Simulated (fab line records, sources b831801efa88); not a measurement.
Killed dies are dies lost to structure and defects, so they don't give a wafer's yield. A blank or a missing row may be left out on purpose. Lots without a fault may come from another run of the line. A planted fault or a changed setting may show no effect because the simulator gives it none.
fab line records | flow sky130
record lots=7 wafers=21 last_day=49
route steps=708 shown METAL2@491 PAD_OPEN@708
lots that met no fault: from a run of the same line without faults
start_h: hours from the record's first day to the start of the lot's first wafer shown | wait_h: hours since the lot's step before | " the same as in the row above | L1.1+2: a row that stands for several wafers | - no value, or no start given | * or withheld: withheld | < > ~ a bound
route shown NAME@n: a module of which the file shows steps, and the number in the route of the first | usual: mean/standard deviation of fault-free wafers | same: alike in all rows | chamber/n: place in a boat | sites: the reading at each site | _std_site: their standard deviation | _edge_site: outer sites' mean less inner sites' | radius_mm: how far each site lies from the wafer's centre | mask NAME#n: copy n | behind: the tool/chamber that last shaped the wafer | hold: why the lot was held/for how many hours/how that ended | device: the transistor (n, p or np) that didn't switch | end of line: the same wafers' tests at the end of the route | a step without rows: its recipe alone | killed: dies lost to structure and defects at the first sort, not the wafer's yield | map: a wafer's dies, x killed, . not, _ none there
set.NAME: the setting as run; set.NAME@STEP: as run at that earlier step | model.NAME: the simulator's own value behind a step, which no gauge read
lots at some steps of the route; a table a step, a row a wafer
services: from which hour (start_h, from the record's first day; less than 0 if before it) a tool's chamber was out of use, for how many hours, and why
## steps
# step SKY_METAL2_HMDS_08
# recipe prime_time_s=60 prime_temp_c=120
# step SKY_METAL2_COAT_09
# recipe resist=BARC temp_c=withheld time_s=withheld spin_rpm=3000 resist_thk_nm=60
# step SKY_METAL2_COAT_10
# recipe resist=KrF-thick spin_rpm=3000 resist_thk_nm=450
# step SKY_METAL2_SOFTBAKE_11
# recipe temp_c=100 time_s=90 resist=KrF-thick
# step SKY_METAL2_EXPOSE_12
# recipe mask_id=MM2 na=0.8 source_shape=annular sigma_inner=0.55 sigma_outer=0.85 target_cd_nm=140 dose_mj=28
# step SKY_METAL2_PEB_13
# recipe peb_temp_c=withheld peb_time_s=withheld resist=KrF-thick
# step SKY_METAL2_DEVELOP_14
# recipe develop_time_s=60 resist=KrF-thick dev_temp_c=21
# step SKY_METAL2_CD_MEAS_15
# recipe target_cd_nm=140
# usual cd_nm=140.0/1.7
# columns lot.wafer tool chamber start_h wait_h cd_nm
L434.3 cd_sem-02 - 838.46 - 141.4
L434.4 " - " " 138.0
L434.6 " - " " 139.0
L438.1 cd_sem-01 - 861.48 - 140.4
L438.2 " - " " 140.1
L438.5 " - " " 140.0
L440.2 cd_sem-01 - 884.85 - 139.3
L440.5 " - " " 139.9
L440.6 " - " " 139.8
L441.1 cd_sem-01 - 894.48 - 138.8
L441.3 " - " " 140.0
L441.6 " - " " 136.7
L442.1 cd_sem-02 - 902.53 - 140.0
L442.2 " - " " 138.3
L442.3 " - " " 137.1
L443.2 cd_sem-01 - 909.25 - 139.1
L443.5 " - " " 139.7
L443.6 " - " " 139.4
L450.1 cd_sem-02 - 947.07 - 139.9
L450.2 " - " " 140.1
L450.3 " - " " 139.2
# step SKY_METAL2_OVL_MEAS_16
# usual METAL2_OVL=-5/6.4
# columns lot.wafer tool chamber start_h wait_h METAL2_OVL[nm]
L434.3 overlay-02 - 838.55 0.1 -2
L434.4 " - " " -2
L434.6 " - " " -6
L438.1 overlay-01 - 861.60 0.1 0
L438.2 " - " " 3
L438.5 " - " " -10
L440.2 overlay-01 - 884.95 0.1 -4
L440.5 " - " " 2
L440.6 " - " " -4
L441.1 overlay-02 - 894.60 0.1 -21
L441.3 " - " " -7
L441.6 " - " " -13
L442.1 overlay-01 - 902.65 0.1 -11
L442.2 " - " " -3
L442.3 " - " " -9
L443.2 overlay-02 - 909.35 0.1 -12
L443.5 " - " " -4
L443.6 " - " " -9
L450.1 overlay-01 - 947.19 0.1 6
L450.2 " - " " -3
L450.3 " - " " 2
# step SKY_METAL2_DESCUM_17
# recipe chemistry=O2 source_power_w=150 bias_power_w=0 pressure_mtorr=10 temp_c=40 time_s=8
# usual chamber_pressure_mTorr=10.001/0.009 drypump_motor_current_A=6.0/0.36 oes_product_au=1.001/0.006 temp_c=40.01/0.12
# columns lot.wafer tool chamber start_h wait_h chamber_pressure_mTorr drypump_motor_current_A oes_product_au rf_hours_counter_h temp_c
L434.3 rie_metal-01 0 838.59 0.0 10.002 6.0 1.002 - 40.05
L434.4 " 1 " " 9.988 5.9 1.001 - 39.90
L434.6 " 0 " " 10.007 6.1 1.005 - 39.74
L438.1 rie_metal-01 0 861.63 0.0 10.015 6.0 0.998 15 40.12
L438.2 " 1 " " 9.998 6.0 1.011 10 39.95
L438.5 " 1 " " 10.017 6.0 0.998 - 39.94
L440.2 rie_metal-02 0 884.99 0.0 10.000 5.6 1.010 - 40.06
L440.5 " 0 " " 10.000 5.6 1.002 - 40.11
L440.6 " 0 " " 10.006 5.6 1.001 - 40.11
L441.1 rie_metal-02 0 894.63 0.0 10.000 5.6 1.001 15 39.93
L441.3 " 0 " " 10.002 5.6 1.005 - 39.95
L441.6 " 0 " " 9.992 5.6 1.003 - 40.00
L442.1 rie_metal-03 1 902.68 0.0 10.001 6.6 1.000 0 39.95
L442.2 " 0 " " 9.993 5.7 0.995 3 40.09
L442.3 " 1 " " 9.984 6.6 0.996 - 40.09
L443.2 rie_metal-01 0 909.38 0.0 10.002 6.1 0.997 17 39.92
L443.5 " 1 " " 9.988 5.9 1.007 - 39.79
L443.6 " 0 " " 9.999 6.1 1.007 - 39.92
L450.1 rie_metal-02 1 947.23 0.0 9.997 6.0 0.998 6 39.84
L450.2 " 0 " " 10.006 5.6 1.005 19 39.91
L450.3 " 1 " " 9.997 6.0 1.000 - 39.98
# step SKY_METAL2_ETCH_18
# recipe chemistry=N2/H2 target=BARC ion_energy_ev=200 bias_w=100 pressure_mtorr=30 n2_flow_sccm=100 h2_flow_sccm=200 icp_w=500 stop_on=SiO2 time_s=45.9 target_depth_a=600
# usual chamber_pressure_mTorr=30.01/0.03 drypump_motor_current_A=6.0/0.36 h2_flow_sccm=200.0/0.57 oes_product_au=0.855/0.0045 throttle_valve_pct=13.224/0.0085
# columns lot.wafer tool chamber start_h wait_h chamber_pressure_mTorr drypump_motor_current_A h2_flow_sccm oes_product_au rf_hours_counter_h throttle_valve_pct
L434.3 rie_metal-01 0 838.63 0.0 29.99 6.0 199.7 0.857 - 13.216
L434.4 " 1 " " 30.00 6.0 199.3 0.856 - 13.229
L434.6 " 0 " " 30.03 6.0 199.6 0.846 - 13.222
L438.1 rie_metal-01 0 861.66 0.0 29.95 6.1 199.1 0.855 15 13.220
L438.2 " 1 " " 30.00 6.0 199.3 0.858 10 13.223
L438.5 " 1 " " 29.97 5.9 200.1 0.857 - 13.215
L440.2 rie_metal-02 0 885.07 0.1 29.97 5.6 200.3 0.867 - 13.227
L440.5 " 0 " " 30.01 5.6 199.9 0.862 - 13.239
L440.6 " 0 " " 29.98 5.6 199.4 0.860 - 13.223
L441.1 rie_metal-02 0 894.70 0.1 29.99 5.6 200.4 0.846 15 13.223
L441.3 " 0 " " 30.01 5.6 199.9 0.860 - 13.222
L441.6 " 0 " " 30.04 5.6 199.4 0.860 - 13.219
L442.1 rie_metal-03 1 902.73 0.0 29.98 6.7 201.0 0.856 0 13.223
L442.2 " 0 " " 30.02 5.7 200.4 0.848 3 13.208
L442.3 " 1 " " 30.03 6.7 200.3 0.857 - 13.213
L443.2 rie_metal-01 0 909.41 0.0 30.03 6.0 200.1 0.849 17 13.219
L443.5 " 1 " " 29.98 6.0 199.1 0.861 - 13.232
L443.6 " 0 " " 30.00 6.1 200.5 0.852 - 13.219
L450.1 rie_metal-02 1 947.26 0.0 30.01 6.0 199.6 0.859 6 13.228
L450.2 " 0 " " 30.01 5.6 200.2 0.848 19 13.221
L450.3 " 1 " " 30.02 6.0 199.5 0.863 - 13.229
# step SKY_METAL2_METAL_ETCH_19
# recipe target_depth_a=3600 stop_on=SiO2 over_etch_frac=0.3 time_s=78 chemistry=Cl2/BCl3 resist_sidewall_deg=88 pressure_mtorr=10 icp_w=900 bias_w=48.5 Cl2_flow_sccm=60 bcl3_flow_sccm=30
# usual chamber_pressure_mTorr=10.001/0.0091 drypump_motor_current_A=6.0/0.36 oes_product_au=0.855/0.0058 throttle_valve_pct=22.265/0.0094
# columns lot.wafer tool chamber start_h wait_h chamber_pressure_mTorr drypump_motor_current_A oes_product_au rf_hours_counter_h throttle_valve_pct
L434.3 rie_metal-01 0 838.70 0.1 10.008 6.1 0.853 - 22.267
L434.4 " 1 " " 9.994 6.0 0.857 - 22.247
L434.6 " 0 " " 10.001 6.1 0.852 - 22.279
L438.1 rie_metal-01 0 861.73 0.0 10.007 6.1 0.856 15 22.268
L438.2 " 1 " " 9.990 5.9 0.859 10 22.277
L438.5 " 1 " " 10.019 5.9 0.856 - 22.260
L440.2 rie_metal-02 0 885.20 0.1 9.991 5.6 0.847 - 22.262
L440.5 " 0 " " 10.010 5.6 0.859 - 22.270
L440.6 " 0 " " 10.001 5.6 0.846 - 22.271
L441.1 rie_metal-02 0 894.82 0.1 10.005 5.6 0.857 15 22.249
L441.3 " 0 " " 10.008 5.6 0.856 - 22.258
L441.6 " 0 " " 9.985 5.6 0.859 - 22.266
L442.1 rie_metal-03 1 902.81 0.1 9.994 6.6 0.858 0 22.265
L442.2 " 0 " " 10.000 5.7 0.853 3 22.270
L442.3 " 1 " " 10.013 6.7 0.855 - 22.259
L443.2 rie_metal-01 0 909.48 0.0 10.018 6.0 0.858 17 22.273
L443.5 " 1 " " 9.996 6.0 0.857 - 22.270
L443.6 " 0 " " 10.010 6.1 0.846 - 22.281
L450.1 rie_metal-02 1 947.32 0.0 9.981 6.0 0.859 6 22.247
L450.2 " 0 " " 9.998 5.6 0.857 19 22.281
L450.3 " 1 " " 10.015 5.9 0.844 - 22.284
# step SKY_METAL2_STRIP_20
# recipe chemistry=O2/N2 power_w=1400 pressure_mtorr=1500 platen_temp_c=withheld o2_flow_sccm=3000 n2_flow_sccm=300 overash_fraction=0.5
# usual chamber_pressure_mTorr=1500.1/1.4 drypump_motor_current_A=5.6/0.37 oes_product_au=0.343/0.0042 strip_time_to_endpoint_s=2.698/0.026
# columns lot.wafer tool chamber start_h wait_h chamber_pressure_mTorr drypump_motor_current_A oes_product_au rf_hours_counter_h strip_time_to_endpoint_s model.KrF-thick_of_METAL2_COAT_10.thk_nm
L434.3 plasma_asher-01 0 838.79 0.1 1499.3 5.8 0.350 - 2.700 0
L434.4 " 1 " " 1499.2 5.9 0.345 - 2.701 0
L434.6 " 0 " " 1500.0 5.9 0.347 - 2.719 0
L438.1 plasma_asher-03 0 861.82 0.1 1499.3 4.9 0.344 101 2.708 0
L438.2 " 1 " " 1497.9 5.8 0.347 101 2.681 0
L438.5 " 0 " " 1499.6 4.9 0.343 - 2.697 0
L440.2 plasma_asher-03 0 885.35 0.1 - - - - - 155.6
L440.5 " 0 " " - - - - - 155.7
L440.6 " 1 " " - - - - - 156.1
L441.1 plasma_asher-03 0 895.00 0.1 - - - - - 158.2
L441.3 " 1 " " - - - - - 158.7
L441.6 " 1 " " - - - - - 158
L442.1 plasma_asher-02 0 902.93 0.1 - - - - - 157
L442.2 " 1 " " - - - - - 155.8
L442.3 " 0 " " - - - - - 154.6
L443.2 plasma_asher-01 1 909.57 0.1 1500.4 5.9 0.344 17 2.707 0
L443.5 " 0 " " 1501.6 5.9 0.345 - 2.710 0
L443.6 " 1 " " 1500.7 5.9 0.339 - 2.716 0
L450.1 plasma_asher-03 1 947.41 0.1 1503.7 5.8 0.345 110 2.723 0
L450.2 " 0 " " 1500.4 4.9 0.351 110 2.751 0
L450.3 " 0 " " 1501.9 4.9 0.348 - 2.722 0
# step SKY_METAL2_STRIP_21
# recipe chemistry=post_etch_residue_remover time_s=1200 temp_c=72.5
# step SKY_PAD_OPEN_PROBE_99
# usual defect_limited_yield=82.4/2.2 killed_at_M0_to_M3=44/7.7 killed_at_M4_up=3.2/1.7 killed_at_contacts=24/5.3 killed_at_front_end=15/4.3 killed_at_other=0.3/0.57 killed_dies=87/11 killed_on_rim=17/3.8 killed_open=47/7.4 killed_short=40/6.5 sort_bin_3_pad_short=0.8/0.4 sort_bin_5_function=10.5/1.6 sort_bin_6_memory=6.3/1.2 sort_n_pass=405/11 sort_yield_pct=82.4/2.2
# same gross_dies=492 killed_at_back_side=0 sort_bin_4_leakage[%]=0 sort_bin_8_speed[%]=0
# columns lot.wafer tool chamber start_h wait_h defect_limited_yield[%] killed_at_M0_to_M3 killed_at_M4_up killed_at_contacts killed_at_front_end killed_at_other killed_dies killed_on_rim killed_open killed_short sort_bin_3_pad_short[%] sort_bin_5_function[%] sort_bin_6_memory[%] sort_n_pass sort_yield_pct[%]
L434.3 prober-02 - 1090.83 0.2 80.7 54 3 19 18 1 95 13 56 39 1.2 11.4 6.7 397 80.7
L434.4 prober-02 - 1090.88 0.2 87.8 33 1 15 10 1 60 12 29 31 0.6 8.7 2.8 432 87.8
L434.6 prober-02 - 1090.98 0.2 83.5 38 4 22 17 0 81 14 40 41 0.6 10.2 5.7 411 83.5
L438.1 prober-01 - 1107.49 0.1 83.7 36 2 29 13 0 80 17 47 33 0.8 9.1 6.3 412 83.7
L438.2 prober-01 - 1107.54 0.1 85.8 27 5 23 15 0 70 18 35 35 1.0 8.3 4.9 422 85.8
L438.5 prober-01 - 1107.69 0.2 84.8 39 3 17 16 0 75 15 49 26 0.4 9.3 5.5 417 84.8
L440.2 prober-02 - 1123.25 0.1 0.2 455 1 20 14 1 491 96 38 36 1.0 94.1 4.7 1 0.2
L440.5 prober-02 - 1123.40 0.2 0.6 460 1 18 10 0 489 93 43 30 0.6 93.5 5.3 3 0.6
L440.6 prober-02 - 1123.45 0.2 1.0 459 2 17 9 0 487 96 41 29 0.2 94.5 4.3 5 1.0
L441.1 prober-01 - 1133.60 0.1 0.6 455 5 18 11 0 489 93 40 38 1.0 93.9 4.5 3 0.6
L441.3 prober-01 - 1133.70 0.2 0.2 449 5 24 13 0 491 96 50 42 0.4 91.9 7.5 1 0.2
L441.6 prober-01 - 1133.85 0.2 0 459 5 20 8 0 492 96 43 33 0.2 94.3 5.5 0 0
L442.1 prober-02 - 1138.82 0.1 0.4 446 4 24 16 0 490 95 61 37 0.6 90.2 8.7 2 0.4
L442.2 prober-02 - 1138.87 0.1 0.2 466 1 20 4 0 491 95 47 36 0.2 94.1 5.5 1 0.2
L442.3 prober-02 - 1138.92 0.2 0.2 446 1 30 13 1 491 96 43 43 0.6 93.5 5.7 1 0.2
L443.2 prober-01 - 1144.25 0.1 79.3 60 5 27 9 1 102 21 52 50 1.2 11.2 8.3 390 79.3
L443.5 prober-01 - 1144.40 0.2 82.1 54 1 17 15 1 88 13 45 43 0.6 9.8 7.5 404 82.1
L443.6 prober-01 - 1144.45 0.2 81.1 41 4 34 14 0 93 16 48 45 0.6 12.6 5.7 399 81.1
L450.1 prober-02 - 1172.10 0.1 81.7 54 3 18 13 2 90 19 46 44 0.2 9.3 8.7 402 81.7
L450.2 prober-02 - 1172.15 0.1 82.3 39 7 21 20 0 87 14 44 43 1.0 10.2 6.5 405 82.3
L450.3 prober-02 - 1172.20 0.2 80.5 55 3 22 16 0 96 14 53 43 0.2 11.6 7.7 396 80.5
# killed by level:class
L434.3 VIA2:geometric_particle:open=13 VIA1:geometric_particle:open=12 VIA3:geometric_particle:open=12 LI_CONTACT:geometric_particle:open=6 VIA3:geometric_particle:short=5 POLY_GATE:geometric_particle:short=4 POLY_GATE:geometric_particle:open=4 CONTACT:geometric_particle:short=4
L434.4 VIA1:geometric_particle:open=6 METAL2:geometric_particle:short=6 CONTACT:geometric_particle:open=5 LOCAL_INTERCONNECT:geometric_particle:short=4 METAL1:geometric_particle:short=4 VIA2:geometric_particle:open=4 VIA3:geometric_particle:short=4 VIA3:geometric_particle:open=4
L434.6 CONTACT:geometric_particle:open=9 VIA1:geometric_particle:open=9 FIELD_ISO:geometric_particle:short=7 POLY_GATE:geometric_particle:short=5 LI_CONTACT:geometric_particle:open=5 METAL2:geometric_particle:short=5 VIA3:geometric_particle:open=5 CONTACT:geometric_particle:short=4
L438.1 CONTACT:geometric_particle:open=10 VIA1:geometric_particle:short=7 LI_CONTACT:geometric_particle:open=6 VIA3:geometric_particle:open=6 VIA1:geometric_particle:open=6 POLY_GATE:geometric_particle:open=5 CONTACT:geometric_particle:short=5 LI_CONTACT:geometric_particle:short=4
L438.2 CONTACT:geometric_particle:open=11 VIA1:geometric_particle:short=5 FIELD_ISO:geometric_particle:short=4 METAL1:geometric_particle:short=4 LOCAL_INTERCONNECT:geometric_particle:short=4 VIA1:geometric_particle:open=4 FIELD_ISO:geometric_particle:open=3 POLY_GATE:geometric_particle:open=3
L438.5 VIA1:geometric_particle:open=9 VIA3:geometric_particle:open=7 CONTACT:geometric_particle:open=6 LI_CONTACT:geometric_particle:open=6 POLY_GATE:geometric_particle:open=5 VIA2:geometric_particle:open=5 VIA3:geometric_particle:short=5 VIA1:geometric_particle:short=4
L440.2 VIA2:area_hdpcvd=417 VIA1:geometric_particle:open=8 LI_CONTACT:geometric_particle:open=7 CONTACT:geometric_particle:open=7 METAL2:geometric_particle:short=6 METAL1:geometric_particle:short=5 FIELD_ISO:geometric_particle:short=4 FIELD_ISO:geometric_particle:open=4
L440.5 VIA2:area_hdpcvd=416 VIA2:geometric_particle:open=11 VIA1:geometric_particle:open=9 LI_CONTACT:geometric_particle:open=6 CONTACT:geometric_particle:open=6 VIA1:geometric_particle:short=6 METAL2:geometric_particle:short=4 METAL1:geometric_particle:short=4
L440.6 VIA2:area_hdpcvd=417 VIA1:geometric_particle:open=9 CONTACT:geometric_particle:short=7 VIA3:geometric_particle:open=7 VIA2:geometric_particle:open=7 VIA1:geometric_particle:short=6 FIELD_ISO:geometric_particle:open=4 LI_CONTACT:geometric_particle:open=4
L441.1 VIA2:area_hdpcvd=411 VIA1:geometric_particle:short=8 VIA1:geometric_particle:open=8 VIA2:geometric_particle:open=7 LI_CONTACT:geometric_particle:open=6 CONTACT:geometric_particle:open=4 LI_CONTACT:geometric_particle:short=4 VIA3:geometric_particle:open=4
L441.3 VIA2:area_hdpcvd=399 CONTACT:geometric_particle:open=9 VIA1:geometric_particle:open=9 METAL1:geometric_particle:short=8 VIA2:geometric_particle:open=8 METAL2:geometric_particle:short=7 LI_CONTACT:geometric_particle:open=6 POLY_GATE:geometric_particle:short=4
L441.6 VIA2:area_hdpcvd=415 VIA1:geometric_particle:open=14 VIA3:geometric_particle:open=9 METAL2:geometric_particle:short=6 LI_CONTACT:geometric_particle:open=5 METAL1:geometric_particle:short=5 CONTACT:geometric_particle:open=5 CONTACT:geometric_particle:short=4
L442.1 VIA2:area_hdpcvd=392 VIA1:geometric_particle:open=14 LI_CONTACT:geometric_particle:open=11 METAL1:geometric_particle:short=9 CONTACT:geometric_particle:open=8 VIA1:geometric_particle:short=7 VIA3:geometric_particle:open=6 VIA2:geometric_particle:open=5
L442.2 VIA2:area_hdpcvd=408 VIA1:geometric_particle:open=16 CONTACT:geometric_particle:open=8 VIA2:geometric_particle:open=8 METAL1:geometric_particle:short=7 VIA1:geometric_particle:short=7 VIA3:geometric_particle:open=7 VIA2:geometric_particle:short=5
L442.3 VIA2:area_hdpcvd=404 CONTACT:geometric_particle:open=10 LI_CONTACT:geometric_particle:open=8 VIA2:geometric_particle:open=8 VIA1:geometric_particle:short=7 METAL2:geometric_particle:short=6 VIA1:geometric_particle:open=5 FIELD_ISO:geometric_particle:short=4
L443.2 VIA1:geometric_particle:open=20 METAL1:geometric_particle:short=8 CONTACT:geometric_particle:open=7 VIA3:geometric_particle:short=6 VIA1:geometric_particle:short=6 VIA2:geometric_particle:open=6 LI_CONTACT:geometric_particle:short=5 LI_CONTACT:geometric_particle:open=5
L443.5 VIA1:geometric_particle:open=12 METAL1:geometric_particle:short=9 METAL2:geometric_particle:short=9 VIA2:geometric_particle:open=9 FIELD_ISO:geometric_particle:open=6 VIA3:geometric_particle:open=6 LI_CONTACT:geometric_particle:open=5 POLY_GATE:geometric_particle:short=4
L443.6 CONTACT:geometric_particle:open=18 VIA1:geometric_particle:open=8 LI_CONTACT:geometric_particle:open=6 METAL2:geometric_particle:short=6 METAL1:geometric_particle:short=6 VIA3:geometric_particle:short=5 FIELD_ISO:geometric_particle:short=4 POLY_GATE:geometric_particle:short=4
L450.1 VIA1:geometric_particle:open=16 METAL2:geometric_particle:short=8 VIA2:geometric_particle:open=8 VIA3:geometric_particle:short=6 LI_CONTACT:geometric_particle:open=5 LI_CONTACT:geometric_particle:short=4 CONTACT:geometric_particle:open=4 VIA1:geometric_particle:short=4
L450.2 VIA1:geometric_particle:open=10 CONTACT:geometric_particle:open=7 FIELD_ISO:geometric_particle:open=6 METAL4:geometric_particle:short=6 FIELD_ISO:geometric_particle:short=5 POLY_GATE:geometric_particle:open=5 CONTACT:geometric_particle:short=5 METAL1:geometric_particle:short=5
L450.3 VIA1:geometric_particle:open=12 LOCAL_INTERCONNECT:geometric_particle:short=8 VIA2:geometric_particle:open=8 METAL1:geometric_particle:short=7 VIA3:geometric_particle:open=7 VIA1:geometric_particle:short=6 LI_CONTACT:geometric_particle:open=5 METAL1:geometric_particle:open=5
# map L440.2 (x killed, . not)
__________xxxxxxxxxx_________
________xxxxxxxxxxxxxx_______
______xxxxxxxxxxxxxxxxxx_____
_____xxxxxxxxxxxxxxxxxxxx____
____xxxxxxxxxxxxxxxxxxxxxx___
___xxxxxxxxxxxxxxxxxxxxxxxx__
__xxxxxxxxxxxxxxxxxxxxxxxxxx_
_xxxxxxxxxxxxxxxxxxxxxxxxxxxx
_xxxxxxxxxxxxxxxxxxxxxxxxxxxx
_xxxxxxxxxxxxxxxxxxxxxxxxxxxx
_xxxxxxxxxxxxxxxxxxxxxxxxxxxx
_xxxxxxxxxxxxxxxxxxxxxxxxxxxx
_xxxxxxxxxxxxxxxxxxxxxxxxxxxx
_xxxxxxxxxx.xxxxxxxxxxxxxxxxx
_xxxxxxxxxxxxxxxxxxxxxxxxxxxx
__xxxxxxxxxxxxxxxxxxxxxxxxxx_
___xxxxxxxxxxxxxxxxxxxxxxxx__
____xxxxxxxxxxxxxxxxxxxxxx___
_____xxxxxxxxxxxxxxxxxxxx____
______xxxxxxxxxxxxxxxxxx_____
________xxxxxxxxxxxxxx_______
__________xxxxxxxxxx_________
# map L441.6 (x killed, . not)
__________xxxxxxxxxx_________
________xxxxxxxxxxxxxx_______
______xxxxxxxxxxxxxxxxxx_____
_____xxxxxxxxxxxxxxxxxxxx____
____xxxxxxxxxxxxxxxxxxxxxx___
___xxxxxxxxxxxxxxxxxxxxxxxx__
__xxxxxxxxxxxxxxxxxxxxxxxxxx_
_xxxxxxxxxxxxxxxxxxxxxxxxxxxx
_xxxxxxxxxxxxxxxxxxxxxxxxxxxx
_xxxxxxxxxxxxxxxxxxxxxxxxxxxx
_xxxxxxxxxxxxxxxxxxxxxxxxxxxx
_xxxxxxxxxxxxxxxxxxxxxxxxxxxx
_xxxxxxxxxxxxxxxxxxxxxxxxxxxx
_xxxxxxxxxxxxxxxxxxxxxxxxxxxx
_xxxxxxxxxxxxxxxxxxxxxxxxxxxx
__xxxxxxxxxxxxxxxxxxxxxxxxxx_
___xxxxxxxxxxxxxxxxxxxxxxxx__
____xxxxxxxxxxxxxxxxxxxxxx___
_____xxxxxxxxxxxxxxxxxxxx____
______xxxxxxxxxxxxxxxxxx_____
________xxxxxxxxxxxxxx_______
__________xxxxxxxxxx_________
## services
# columns tool chamber start_h hours kind
rie_metal-03 0 829.77 - clean
rie_metal-03 0 829.77 18.9 scheduled_down
rie_metal-03 0 829.77 18.9 vent_cycle
rie_metal-01 - 853.09 0.4 repair
rie_metal-03 1 880.49 - clean
rie_metal-03 1 880.49 16.8 scheduled_down
rie_metal-03 1 880.49 16.8 vent_cycle
rie_metal-02 1 880.58 48.4 repair
rie_metal-03 - 891.15 1.4 pm
rie_metal-01 - 911.02 0.7 repair
plasma_asher-02 - 916.68 2.8 pm
plasma_asher-01 - 918.05 0.6 repair
rie_metal-01 1 935.69 20.8 repair
## key
first_sign step=SKY_METAL2_STRIP_20 reading=tool_record direction=missing
effect step=SKY_PAD_OPEN_PROBE_99 reading=killed_at_M0_to_M3 direction=up sigmas=53 usual=44 struck=455
model_effect step=SKY_METAL2_STRIP_20 value=KrF-thick_of_METAL2_COAT_10.thk_nm without=0 struck=156.6
more_kills_born_at SKY_VIA2_HDPCVD_00@hdpcvd-02=3679
met_at SKY_METAL2_STRIP_20
struck_wafers L440.2,L440.5,L440.6,L441.1,L441.3,L441.6,L442.1,L442.2,L442.3
later_rows_left_out L440.2,L440.5,L440.6,L441.1,L441.3,L441.6,L442.1,L442.2,L442.3
onset_between 861.82 885.35
fault kind=skipped_step_whole tool=plasma_asher-02,plasma_asher-03 chamber=- onset_h=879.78 steps=SKY_METAL2_STRIP_20 scope=struck_lots_only
# later_rows_left_out: the simulator's readings of these wafers behind a module that went badly wrong aren't trusted and aren't shown, but for the sort
